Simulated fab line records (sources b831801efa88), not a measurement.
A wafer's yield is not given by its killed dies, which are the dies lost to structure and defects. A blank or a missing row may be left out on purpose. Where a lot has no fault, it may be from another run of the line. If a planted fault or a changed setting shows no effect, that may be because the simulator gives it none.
Chamber matching    flow sky130    4 sister chambers for SKY_VIA3_CMP_02 on cmp-01
The step polishes SiO2. 4 wafers are shown with their chamber, then 8 later ones without.

EACH WAFER AND ITS CHAMBER
wafer   chamber  motorCurrentA (A)
L083.5  1        9.9
L083.6  0        9.4
L090.3  3        12.3
L094.2  2        12.7

WAFERS WHOSE CHAMBER IS MISSING
wafer   motorCurrentA (A)
L094.5  12.4
L094.6  10.4
L096.1  9.8
L096.2  12.5
L096.6  10.0
L097.1  9.6
L097.5  12.7
L097.6  9.8

WHICH CHAMBER EACH WENT THROUGH
wafer   from the rows above      in truth
L094.5  can't be placed: 3 or 2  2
L094.6  1                        1
L096.1  can't be placed: 1 or 0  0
L096.2  can't be placed: 2 or 3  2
L096.6  1                        1
L097.1  can't be placed: 0 or 1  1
L097.5  can't be placed: 2 or 3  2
L097.6  can't be placed: 1 or 0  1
Correct placement for 2 of the 8. These rows do not allow placing 6 (true chamber among the candidates in 6). Wrongly placed: 0.
How it was worked out, from the rows above alone: a wafer's distance from a chamber is the root of the sum, over the readings, of the square of ((its reading less the chamber's mean) divided by the reading's scatter). If the next closest chamber is less than 2 further off than the closest, the wafer can't be placed; otherwise it belongs to the closest. A chamber's mean is the mean of its shown wafers. The scatter: with one shown wafer a chamber, the root of the mean of the squares of how far each hidden wafer lies from its nearest shown one.
